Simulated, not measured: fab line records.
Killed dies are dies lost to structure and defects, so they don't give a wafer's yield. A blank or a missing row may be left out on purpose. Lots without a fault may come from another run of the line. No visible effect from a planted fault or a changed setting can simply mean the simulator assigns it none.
fab line records :: flow sky130
record:
  lots: 5
  wafers: 23
route steps=708 shown VIA4@639 METAL5@676
start_h: hours from the record's opening day to when the first of the lot's shown wafers began :: wait_h: time in hours since the lot's previous step :: " unchanged from the row above :: L1.1+2: a row that stands for several wafers :: - either no value or no given start :: * or withheld: withheld :: < > ~ a bound
route shown NAME@n: a module of which the file shows steps, and the number in the route of the first :: usual: average and standard deviation across the fault-free wafers :: same: alike in all rows :: chamber/n: place in a boat :: sites: the reading at each site :: _std_site: the values' standard deviation :: _edge_site: the outer-site mean with the inner-site mean subtracted :: radius_mm: for every site, how far away it sits from the centre of the wafer :: mask NAME#n: copy n :: behind: the tool/chamber that last shaped the wafer :: hold: cause of the lot's hold/its duration in hours/its outcome :: device: the transistor (n, p or np) that didn't switch :: end of line: the same wafers' tests at the end of the route :: where a step has no rows: the recipe by itself :: killed: dies that structure and defects cost at the first sort, which is not the same as the wafer's yield :: map: the dies of a wafer, with x for killed, . for not killed, _ for no die there
set.NAME: the setting that was run; set.NAME@STEP: the one run at that earlier step :: model.NAME: the simulator's own value behind a step, which no gauge read
one table per step and one row per wafer, for lots whose settings were changed on purpose
== steps ==
step: SKY_VIA4_HDPCVD_00
recipe:
  material: SiO2
  target_thk_nm: 1750
  sigma_open_frac: 0.3
  time_s: 291.7
  temp_c: 400
  sih4_flow_sccm: 60
  pressure_mtorr: 6
lot.wafer: L077.1
tool: hdpcvd-02
chamber: 1
start_h: 1018.54
wait_h: 0.0
set.time_s: 291.7
model.SiO2_of_VIA4_HDPCVD_00.thk_nm: 1737

lot.wafer: L077.4
tool: hdpcvd-02
chamber: 1
start_h: 1018.54
wait_h: 0.0
set.time_s: 291.7
model.SiO2_of_VIA4_HDPCVD_00.thk_nm: 1758

lot.wafer: L077.5
tool: hdpcvd-02
chamber: 2
start_h: 1018.54
wait_h: 0.0
set.time_s: 291.7
model.SiO2_of_VIA4_HDPCVD_00.thk_nm: 1752

lot.wafer: L079.1
tool: hdpcvd-02
chamber: 2
start_h: 1026.51
wait_h: 0.0
set.time_s: 291.7
model.SiO2_of_VIA4_HDPCVD_00.thk_nm: 1765

lot.wafer: L079.2
tool: hdpcvd-02
chamber: 1
start_h: 1026.51
wait_h: 0.0
set.time_s: 320.8
model.SiO2_of_VIA4_HDPCVD_00.thk_nm: 1931

lot.wafer: L079.4
tool: hdpcvd-02
chamber: 0
start_h: 1026.51
wait_h: 0.0
set.time_s: 291.7
model.SiO2_of_VIA4_HDPCVD_00.thk_nm: 1759

lot.wafer: L079.5
tool: hdpcvd-02
chamber: 1
start_h: 1026.51
wait_h: 0.0
set.time_s: 320.8
model.SiO2_of_VIA4_HDPCVD_00.thk_nm: 1921

lot.wafer: L079.6
tool: hdpcvd-02
chamber: 2
start_h: 1026.51
wait_h: 0.0
set.time_s: 291.7
model.SiO2_of_VIA4_HDPCVD_00.thk_nm: 1743

lot.wafer: L082.1
tool: hdpcvd-01
chamber: 0
start_h: 1039.71
wait_h: 0.0
set.time_s: 291.7
model.SiO2_of_VIA4_HDPCVD_00.thk_nm: 1741

lot.wafer: L082.2
tool: hdpcvd-01
chamber: 1
start_h: 1039.71
wait_h: 0.0
set.time_s: 291.7
model.SiO2_of_VIA4_HDPCVD_00.thk_nm: 1731

lot.wafer: L082.4
tool: hdpcvd-01
chamber: 2
start_h: 1039.71
wait_h: 0.0
set.time_s: 275.7
model.SiO2_of_VIA4_HDPCVD_00.thk_nm: 1658

lot.wafer: L082.5
tool: hdpcvd-01
chamber: 1
start_h: 1039.71
wait_h: 0.0
set.time_s: 275.7
model.SiO2_of_VIA4_HDPCVD_00.thk_nm: 1627

lot.wafer: L082.6
tool: hdpcvd-01
chamber: 0
start_h: 1039.71
wait_h: 0.0
set.time_s: 275.7
model.SiO2_of_VIA4_HDPCVD_00.thk_nm: 1654

lot.wafer: L083.1
tool: hdpcvd-01
chamber: 1
start_h: 1045.89
wait_h: 0.0
set.time_s: 291.7
model.SiO2_of_VIA4_HDPCVD_00.thk_nm: 1740

lot.wafer: L083.2+3
tool: hdpcvd-01
chamber: 2,0
start_h: 1045.89
wait_h: 0.0
set.time_s: 291.7
model.SiO2_of_VIA4_HDPCVD_00.thk_nm: 1729

lot.wafer: L083.4
tool: hdpcvd-01
chamber: 2
start_h: 1045.89
wait_h: 0.0
set.time_s: 291.7
model.SiO2_of_VIA4_HDPCVD_00.thk_nm: 1738

lot.wafer: L083.6
tool: hdpcvd-01
chamber: 0
start_h: 1045.89
wait_h: 0.0
set.time_s: 291.7
model.SiO2_of_VIA4_HDPCVD_00.thk_nm: 1745

lot.wafer: L085.1
tool: hdpcvd-01
chamber: 1
start_h: 1053.79
wait_h: 0.0
set.time_s: 275.9
model.SiO2_of_VIA4_HDPCVD_00.thk_nm: 1639

lot.wafer: L085.2
tool: hdpcvd-01
chamber: 0
start_h: 1053.79
wait_h: 0.0
set.time_s: 275.9
model.SiO2_of_VIA4_HDPCVD_00.thk_nm: 1651

lot.wafer: L085.4
tool: hdpcvd-01
chamber: 0
start_h: 1053.79
wait_h: 0.0
set.time_s: 275.9
model.SiO2_of_VIA4_HDPCVD_00.thk_nm: 1652

lot.wafer: L085.5
tool: hdpcvd-01
chamber: 1
start_h: 1053.79
wait_h: 0.0
set.time_s: 291.7
model.SiO2_of_VIA4_HDPCVD_00.thk_nm: 1744

lot.wafer: L085.6
tool: hdpcvd-01
chamber: 2
start_h: 1053.79
wait_h: 0.0
set.time_s: 291.7
model.SiO2_of_VIA4_HDPCVD_00.thk_nm: 1743
step: SKY_VIA4_THK_MEAS_01
recipe:
  reads: SiO2_of_VIA4_HDPCVD_00
usual:
  VIA4_HDPCVD_THK: 1748/14
lot.wafer: L077.1
tool: film_metro-03
chamber: -
start_h: 1018.75
wait_h: 0.1
set.time_s@VIA4_HDPCVD_00: 291.7
VIA4_HDPCVD_THK[nm]: 1738

lot.wafer: L077.4
tool: film_metro-03
chamber: -
start_h: 1018.75
wait_h: 0.1
set.time_s@VIA4_HDPCVD_00: 291.7
VIA4_HDPCVD_THK[nm]: 1759

lot.wafer: L077.5
tool: film_metro-03
chamber: -
start_h: 1018.75
wait_h: 0.1
set.time_s@VIA4_HDPCVD_00: 291.7
VIA4_HDPCVD_THK[nm]: 1752

lot.wafer: L079.1
tool: film_metro-01
chamber: -
start_h: 1026.69
wait_h: 0.1
set.time_s@VIA4_HDPCVD_00: 291.7
VIA4_HDPCVD_THK[nm]: 1766

lot.wafer: L079.2
tool: film_metro-01
chamber: -
start_h: 1026.69
wait_h: 0.1
set.time_s@VIA4_HDPCVD_00: 320.8
VIA4_HDPCVD_THK[nm]: 1931

lot.wafer: L079.4
tool: film_metro-01
chamber: -
start_h: 1026.69
wait_h: 0.1
set.time_s@VIA4_HDPCVD_00: 291.7
VIA4_HDPCVD_THK[nm]: 1759

lot.wafer: L079.5
tool: film_metro-01
chamber: -
start_h: 1026.69
wait_h: 0.1
set.time_s@VIA4_HDPCVD_00: 320.8
VIA4_HDPCVD_THK[nm]: 1921

lot.wafer: L079.6
tool: film_metro-01
chamber: -
start_h: 1026.69
wait_h: 0.1
set.time_s@VIA4_HDPCVD_00: 291.7
VIA4_HDPCVD_THK[nm]: 1742

lot.wafer: L082.1
tool: film_metro-01
chamber: -
start_h: 1039.89
wait_h: 0.1
set.time_s@VIA4_HDPCVD_00: 291.7
VIA4_HDPCVD_THK[nm]: 1740

lot.wafer: L082.2
tool: film_metro-01
chamber: -
start_h: 1039.89
wait_h: 0.1
set.time_s@VIA4_HDPCVD_00: 291.7
VIA4_HDPCVD_THK[nm]: 1731

lot.wafer: L082.4
tool: film_metro-01
chamber: -
start_h: 1039.89
wait_h: 0.1
set.time_s@VIA4_HDPCVD_00: 275.7
VIA4_HDPCVD_THK[nm]: 1658

lot.wafer: L082.5
tool: film_metro-01
chamber: -
start_h: 1039.89
wait_h: 0.1
set.time_s@VIA4_HDPCVD_00: 275.7
VIA4_HDPCVD_THK[nm]: 1627

lot.wafer: L082.6
tool: film_metro-01
chamber: -
start_h: 1039.89
wait_h: 0.1
set.time_s@VIA4_HDPCVD_00: 275.7
VIA4_HDPCVD_THK[nm]: 1653

lot.wafer: L083.1
tool: film_metro-01
chamber: -
start_h: 1046.07
wait_h: 0.1
set.time_s@VIA4_HDPCVD_00: 291.7
VIA4_HDPCVD_THK[nm]: 1740

lot.wafer: L083.2
tool: film_metro-01
chamber: -
start_h: 1046.07
wait_h: 0.1
set.time_s@VIA4_HDPCVD_00: 291.7
VIA4_HDPCVD_THK[nm]: 1728

lot.wafer: L083.3
tool: film_metro-01
chamber: -
start_h: 1046.07
wait_h: 0.1
set.time_s@VIA4_HDPCVD_00: 291.7
VIA4_HDPCVD_THK[nm]: 1729

lot.wafer: L083.4
tool: film_metro-01
chamber: -
start_h: 1046.07
wait_h: 0.1
set.time_s@VIA4_HDPCVD_00: 291.7
VIA4_HDPCVD_THK[nm]: 1737

lot.wafer: L083.6
tool: film_metro-01
chamber: -
start_h: 1046.07
wait_h: 0.1
set.time_s@VIA4_HDPCVD_00: 291.7
VIA4_HDPCVD_THK[nm]: 1745

lot.wafer: L085.1
tool: film_metro-04
chamber: -
start_h: 1053.97
wait_h: 0.1
set.time_s@VIA4_HDPCVD_00: 275.9
VIA4_HDPCVD_THK[nm]: 1639

lot.wafer: L085.2
tool: film_metro-04
chamber: -
start_h: 1053.97
wait_h: 0.1
set.time_s@VIA4_HDPCVD_00: 275.9
VIA4_HDPCVD_THK[nm]: 1652

lot.wafer: L085.4
tool: film_metro-04
chamber: -
start_h: 1053.97
wait_h: 0.1
set.time_s@VIA4_HDPCVD_00: 275.9
VIA4_HDPCVD_THK[nm]: 1653

lot.wafer: L085.5
tool: film_metro-04
chamber: -
start_h: 1053.97
wait_h: 0.1
set.time_s@VIA4_HDPCVD_00: 291.7
VIA4_HDPCVD_THK[nm]: 1744

lot.wafer: L085.6
tool: film_metro-04
chamber: -
start_h: 1053.97
wait_h: 0.1
set.time_s@VIA4_HDPCVD_00: 291.7
VIA4_HDPCVD_THK[nm]: 1742
step: SKY_VIA4_SPUTTER_17
recipe:
  material: TiN
  target_thk_nm: 20
  chamber_pressure_pa: 5
  power_w: 4000
  time_s: 80
lot.wafer: L077.1
tool: pvd_sputter-03
chamber: -
start_h: 1043.00
wait_h: 0.0
set.time_s: 80
model.TiN_of_VIA4_SPUTTER_17.thk_nm: 19.73

lot.wafer: L077.4
tool: pvd_sputter-03
chamber: -
start_h: 1043.00
wait_h: 0.0
set.time_s: 80
model.TiN_of_VIA4_SPUTTER_17.thk_nm: 19.78

lot.wafer: L077.5
tool: pvd_sputter-03
chamber: -
start_h: 1043.00
wait_h: 0.0
set.time_s: 80
model.TiN_of_VIA4_SPUTTER_17.thk_nm: 19.97

lot.wafer: L079.1
tool: pvd_sputter-03
chamber: -
start_h: 1050.76
wait_h: 0.0
set.time_s: 80
model.TiN_of_VIA4_SPUTTER_17.thk_nm: 20.15

lot.wafer: L079.2
tool: pvd_sputter-03
chamber: -
start_h: 1050.76
wait_h: 0.0
set.time_s: 80
model.TiN_of_VIA4_SPUTTER_17.thk_nm: 19.97

lot.wafer: L079.4
tool: pvd_sputter-03
chamber: -
start_h: 1050.76
wait_h: 0.0
set.time_s: 80
model.TiN_of_VIA4_SPUTTER_17.thk_nm: 19.9

lot.wafer: L079.5
tool: pvd_sputter-03
chamber: -
start_h: 1050.76
wait_h: 0.0
set.time_s: 74.39
model.TiN_of_VIA4_SPUTTER_17.thk_nm: 18.81

lot.wafer: L079.6
tool: pvd_sputter-03
chamber: -
start_h: 1050.76
wait_h: 0.0
set.time_s: 74.39
model.TiN_of_VIA4_SPUTTER_17.thk_nm: 18.9

lot.wafer: L082.1
tool: pvd_sputter-02
chamber: -
start_h: 1062.57
wait_h: 0.0
set.time_s: 72.65
model.TiN_of_VIA4_SPUTTER_17.thk_nm: 18.12

lot.wafer: L082.2
tool: pvd_sputter-02
chamber: -
start_h: 1062.57
wait_h: 0.0
set.time_s: 80
model.TiN_of_VIA4_SPUTTER_17.thk_nm: 20.39

lot.wafer: L082.4
tool: pvd_sputter-02
chamber: -
start_h: 1062.57
wait_h: 0.0
set.time_s: 80
model.TiN_of_VIA4_SPUTTER_17.thk_nm: 19.77

lot.wafer: L082.5
tool: pvd_sputter-02
chamber: -
start_h: 1062.57
wait_h: 0.0
set.time_s: 80
model.TiN_of_VIA4_SPUTTER_17.thk_nm: 20.22

lot.wafer: L082.6
tool: pvd_sputter-02
chamber: -
start_h: 1062.57
wait_h: 0.0
set.time_s: 72.65
model.TiN_of_VIA4_SPUTTER_17.thk_nm: 18.22

lot.wafer: L083.1
tool: pvd_sputter-03
chamber: -
start_h: 1068.36
wait_h: 0.0
set.time_s: 73.89
model.TiN_of_VIA4_SPUTTER_17.thk_nm: 18.46

lot.wafer: L083.2
tool: pvd_sputter-03
chamber: -
start_h: 1068.36
wait_h: 0.0
set.time_s: 73.89
model.TiN_of_VIA4_SPUTTER_17.thk_nm: 18.67

lot.wafer: L083.3
tool: pvd_sputter-03
chamber: -
start_h: 1068.36
wait_h: 0.0
set.time_s: 80
model.TiN_of_VIA4_SPUTTER_17.thk_nm: 20.21

lot.wafer: L083.4
tool: pvd_sputter-03
chamber: -
start_h: 1068.36
wait_h: 0.0
set.time_s: 80
model.TiN_of_VIA4_SPUTTER_17.thk_nm: 19.66

lot.wafer: L083.6
tool: pvd_sputter-03
chamber: -
start_h: 1068.36
wait_h: 0.0
set.time_s: 80
model.TiN_of_VIA4_SPUTTER_17.thk_nm: 20.08

lot.wafer: L085.1
tool: pvd_sputter-02
chamber: -
start_h: 1076.57
wait_h: 0.0
set.time_s: 80
model.TiN_of_VIA4_SPUTTER_17.thk_nm: 19.92

lot.wafer: L085.2
tool: pvd_sputter-02
chamber: -
start_h: 1076.57
wait_h: 0.0
set.time_s: 80
model.TiN_of_VIA4_SPUTTER_17.thk_nm: 19.82

lot.wafer: L085.4
tool: pvd_sputter-02
chamber: -
start_h: 1076.57
wait_h: 0.0
set.time_s: 80
model.TiN_of_VIA4_SPUTTER_17.thk_nm: 20.04

lot.wafer: L085.5
tool: pvd_sputter-02
chamber: -
start_h: 1076.57
wait_h: 0.0
set.time_s: 80
model.TiN_of_VIA4_SPUTTER_17.thk_nm: 20

lot.wafer: L085.6
tool: pvd_sputter-02
chamber: -
start_h: 1076.57
wait_h: 0.0
set.time_s: 80
model.TiN_of_VIA4_SPUTTER_17.thk_nm: 19.76
step: SKY_METAL5_METAL_ETCH_15
recipe:
  target_depth_a: 12600
  stop_on: SiO2
  over_etch_frac: 0.2
  time_s: 252
  chemistry: Cl2/BCl3
  resist_sidewall_deg: 86
  pressure_mtorr: 10
  icp_w: 900
  bias_w: 48.5
  Cl2_flow_sccm: 60
  bcl3_flow_sccm: 30
lot.wafer: L077.1
tool: rie_metal-02
chamber: 1
start_h: 1066.09
wait_h: 0.0
set.bias_w: 48.5
model.NOVOLAK_of_METAL5_COAT_09.thk_nm: 1038

lot.wafer: L077.4
tool: rie_metal-02
chamber: 1
start_h: 1066.09
wait_h: 0.0
set.bias_w: 48.5
model.NOVOLAK_of_METAL5_COAT_09.thk_nm: 1047

lot.wafer: L077.5
tool: rie_metal-02
chamber: 1
start_h: 1066.09
wait_h: 0.0
set.bias_w: 48.5
model.NOVOLAK_of_METAL5_COAT_09.thk_nm: 1037

lot.wafer: L079.1
tool: rie_metal-04
chamber: 1
start_h: 1072.82
wait_h: 0.0
set.bias_w: 53.47
model.NOVOLAK_of_METAL5_COAT_09.thk_nm: 1003

lot.wafer: L079.2
tool: rie_metal-04
chamber: 0
start_h: 1072.82
wait_h: 0.0
set.bias_w: 53.47
model.NOVOLAK_of_METAL5_COAT_09.thk_nm: 990.6

lot.wafer: L079.4
tool: rie_metal-04
chamber: 1
start_h: 1072.82
wait_h: 0.0
set.bias_w: 48.5
model.NOVOLAK_of_METAL5_COAT_09.thk_nm: 1031

lot.wafer: L079.5
tool: rie_metal-04
chamber: 1
start_h: 1072.82
wait_h: 0.0
set.bias_w: 48.5
model.NOVOLAK_of_METAL5_COAT_09.thk_nm: 1030

lot.wafer: L079.6
tool: rie_metal-04
chamber: 0
start_h: 1072.82
wait_h: 0.0
set.bias_w: 53.47
model.NOVOLAK_of_METAL5_COAT_09.thk_nm: 985.9

lot.wafer: L082.1
tool: rie_metal-02
chamber: 1
start_h: 1084.37
wait_h: 0.0
set.bias_w: 53.99
model.NOVOLAK_of_METAL5_COAT_09.thk_nm: 1011

lot.wafer: L082.2
tool: rie_metal-02
chamber: 0
start_h: 1084.37
wait_h: 0.0
set.bias_w: 53.99
model.NOVOLAK_of_METAL5_COAT_09.thk_nm: 1001

lot.wafer: L082.4
tool: rie_metal-02
chamber: 0
start_h: 1084.37
wait_h: 0.0
set.bias_w: 48.5
model.NOVOLAK_of_METAL5_COAT_09.thk_nm: 1045

lot.wafer: L082.5
tool: rie_metal-02
chamber: 0
start_h: 1084.37
wait_h: 0.0
set.bias_w: 53.99
model.NOVOLAK_of_METAL5_COAT_09.thk_nm: 1002

lot.wafer: L082.6
tool: rie_metal-02
chamber: 1
start_h: 1084.37
wait_h: 0.0
set.bias_w: 48.5
model.NOVOLAK_of_METAL5_COAT_09.thk_nm: 1052

lot.wafer: L083.1
tool: rie_metal-01
chamber: 1
start_h: 1090.47
wait_h: 0.0
set.bias_w: 48.5
model.NOVOLAK_of_METAL5_COAT_09.thk_nm: 1030

lot.wafer: L083.2
tool: rie_metal-01
chamber: 0
start_h: 1090.47
wait_h: 0.0
set.bias_w: 48.5
model.NOVOLAK_of_METAL5_COAT_09.thk_nm: 1056

lot.wafer: L083.3
tool: rie_metal-01
chamber: 1
start_h: 1090.47
wait_h: 0.0
set.bias_w: 48.5
model.NOVOLAK_of_METAL5_COAT_09.thk_nm: 1040

lot.wafer: L083.4
tool: rie_metal-01
chamber: 0
start_h: 1090.47
wait_h: 0.0
set.bias_w: 48.5
model.NOVOLAK_of_METAL5_COAT_09.thk_nm: 1048

lot.wafer: L083.6
tool: rie_metal-01
chamber: 1
start_h: 1090.47
wait_h: 0.0
set.bias_w: 48.5
model.NOVOLAK_of_METAL5_COAT_09.thk_nm: 1025

lot.wafer: L085.1
tool: rie_metal-01
chamber: 0
start_h: 1096.32
wait_h: 0.0
set.bias_w: 45.13
model.NOVOLAK_of_METAL5_COAT_09.thk_nm: 1066

lot.wafer: L085.2
tool: rie_metal-01
chamber: 1
start_h: 1096.32
wait_h: 0.0
set.bias_w: 48.5
model.NOVOLAK_of_METAL5_COAT_09.thk_nm: 1024

lot.wafer: L085.4
tool: rie_metal-01
chamber: 1
start_h: 1096.32
wait_h: 0.0
set.bias_w: 48.5
model.NOVOLAK_of_METAL5_COAT_09.thk_nm: 1017

lot.wafer: L085.5
tool: rie_metal-01
chamber: 1
start_h: 1096.32
wait_h: 0.0
set.bias_w: 48.5
model.NOVOLAK_of_METAL5_COAT_09.thk_nm: 1019

lot.wafer: L085.6
tool: rie_metal-01
chamber: 0
start_h: 1096.32
wait_h: 0.0
set.bias_w: 45.13
model.NOVOLAK_of_METAL5_COAT_09.thk_nm: 1060
step: SKY_METAL5_STRIP_16
recipe:
  chemistry: O2/N2
  power_w: 1400
  pressure_mtorr: 1500
  platen_temp_c: withheld
  o2_flow_sccm: 3000
  n2_flow_sccm: 300
  overash_fraction: 0.5
usual:
  strip_time_to_endpoint_s: 12.99/0.15
lot.wafer: L077.1
tool: plasma_asher-02
chamber: 1
start_h: 1066.33
wait_h: 0.2
set.bias_w@METAL5_METAL_ETCH_15: 48.5
strip_time_to_endpoint_s: 13.13

lot.wafer: L077.4
tool: plasma_asher-02
chamber: 1
start_h: 1066.33
wait_h: 0.2
set.bias_w@METAL5_METAL_ETCH_15: 48.5
strip_time_to_endpoint_s: 13.20

lot.wafer: L077.5
tool: plasma_asher-02
chamber: 0
start_h: 1066.33
wait_h: 0.2
set.bias_w@METAL5_METAL_ETCH_15: 48.5
strip_time_to_endpoint_s: 13.11

lot.wafer: L079.1
tool: plasma_asher-04
chamber: 1
start_h: 1073.06
wait_h: 0.2
set.bias_w@METAL5_METAL_ETCH_15: 53.47
strip_time_to_endpoint_s: 12.78

lot.wafer: L079.2
tool: plasma_asher-04
chamber: 0
start_h: 1073.06
wait_h: 0.2
set.bias_w@METAL5_METAL_ETCH_15: 53.47
strip_time_to_endpoint_s: 12.62

lot.wafer: L079.4
tool: plasma_asher-04
chamber: 1
start_h: 1073.06
wait_h: 0.2
set.bias_w@METAL5_METAL_ETCH_15: 48.5
strip_time_to_endpoint_s: 13.01

lot.wafer: L079.5
tool: plasma_asher-04
chamber: 0
start_h: 1073.06
wait_h: 0.2
set.bias_w@METAL5_METAL_ETCH_15: 48.5
strip_time_to_endpoint_s: 13.01

lot.wafer: L079.6
tool: plasma_asher-04
chamber: 1
start_h: 1073.06
wait_h: 0.2
set.bias_w@METAL5_METAL_ETCH_15: 53.47
strip_time_to_endpoint_s: 12.56

lot.wafer: L082.1
tool: plasma_asher-04
chamber: 1
start_h: 1084.61
wait_h: 0.2
set.bias_w@METAL5_METAL_ETCH_15: 53.99
strip_time_to_endpoint_s: 12.78

lot.wafer: L082.2
tool: plasma_asher-04
chamber: 0
start_h: 1084.61
wait_h: 0.2
set.bias_w@METAL5_METAL_ETCH_15: 53.99
strip_time_to_endpoint_s: 12.75

lot.wafer: L082.4
tool: plasma_asher-04
chamber: 1
start_h: 1084.61
wait_h: 0.2
set.bias_w@METAL5_METAL_ETCH_15: 48.5
strip_time_to_endpoint_s: 13.21

lot.wafer: L082.5
tool: plasma_asher-04
chamber: 1
start_h: 1084.61
wait_h: 0.2
set.bias_w@METAL5_METAL_ETCH_15: 53.99
strip_time_to_endpoint_s: 12.77

lot.wafer: L082.6
tool: plasma_asher-04
chamber: 0
start_h: 1084.61
wait_h: 0.2
set.bias_w@METAL5_METAL_ETCH_15: 48.5
strip_time_to_endpoint_s: 13.25

lot.wafer: L083.1
tool: plasma_asher-03
chamber: 0
start_h: 1090.71
wait_h: 0.2
set.bias_w@METAL5_METAL_ETCH_15: 48.5
strip_time_to_endpoint_s: 13.01

lot.wafer: L083.2
tool: plasma_asher-03
chamber: 1
start_h: 1090.71
wait_h: 0.2
set.bias_w@METAL5_METAL_ETCH_15: 48.5
strip_time_to_endpoint_s: 13.30

lot.wafer: L083.3
tool: plasma_asher-03
chamber: 0
start_h: 1090.71
wait_h: 0.2
set.bias_w@METAL5_METAL_ETCH_15: 48.5
strip_time_to_endpoint_s: 13.13

lot.wafer: L083.4
tool: plasma_asher-03
chamber: 1
start_h: 1090.71
wait_h: 0.2
set.bias_w@METAL5_METAL_ETCH_15: 48.5
strip_time_to_endpoint_s: 13.22

lot.wafer: L083.6
tool: plasma_asher-03
chamber: 0
start_h: 1090.71
wait_h: 0.2
set.bias_w@METAL5_METAL_ETCH_15: 48.5
strip_time_to_endpoint_s: 12.95

lot.wafer: L085.1
tool: plasma_asher-02
chamber: 0
start_h: 1096.56
wait_h: 0.2
set.bias_w@METAL5_METAL_ETCH_15: 45.13
strip_time_to_endpoint_s: 13.40

lot.wafer: L085.2
tool: plasma_asher-02
chamber: 1
start_h: 1096.56
wait_h: 0.2
set.bias_w@METAL5_METAL_ETCH_15: 48.5
strip_time_to_endpoint_s: 12.95

lot.wafer: L085.4
tool: plasma_asher-02
chamber: 0
start_h: 1096.56
wait_h: 0.2
set.bias_w@METAL5_METAL_ETCH_15: 48.5
strip_time_to_endpoint_s: 12.86

lot.wafer: L085.5
tool: plasma_asher-02
chamber: 0
start_h: 1096.56
wait_h: 0.2
set.bias_w@METAL5_METAL_ETCH_15: 48.5
strip_time_to_endpoint_s: 12.88

lot.wafer: L085.6
tool: plasma_asher-02
chamber: 1
start_h: 1096.56
wait_h: 0.2
set.bias_w@METAL5_METAL_ETCH_15: 45.13
strip_time_to_endpoint_s: 13.34
== key ==
split:
  step: SKY_VIA4_HDPCVD_00
  setting: time_s
  stated: 291.7
  by: wafer
response:
  step: SKY_VIA4_HDPCVD_00
  reading: model.SiO2_of_VIA4_HDPCVD_00.thk_nm
  change: +17.1
  per: 1%
  r: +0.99
response:
  step: SKY_VIA4_THK_MEAS_01
  reading: VIA4_HDPCVD_THK
  change: +17
  per: 1%
  r: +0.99
split:
  step: SKY_VIA4_SPUTTER_17
  setting: time_s
  stated: 80
  by: wafer
response:
  step: SKY_VIA4_SPUTTER_17
  reading: model.TiN_of_VIA4_SPUTTER_17.thk_nm
  change: +0.193
  per: 1%
  r: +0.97
split:
  step: SKY_METAL5_METAL_ETCH_15
  setting: bias_w
  stated: 48.5
  by: wafer
response:
  step: SKY_METAL5_METAL_ETCH_15
  reading: model.NOVOLAK_of_METAL5_COAT_09.thk_nm
  change: -4.19
  per: 1%
  r: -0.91
response:
  step: SKY_METAL5_STRIP_16
  reading: strip_time_to_endpoint_s
  change: *
  per: 1%
  r: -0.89
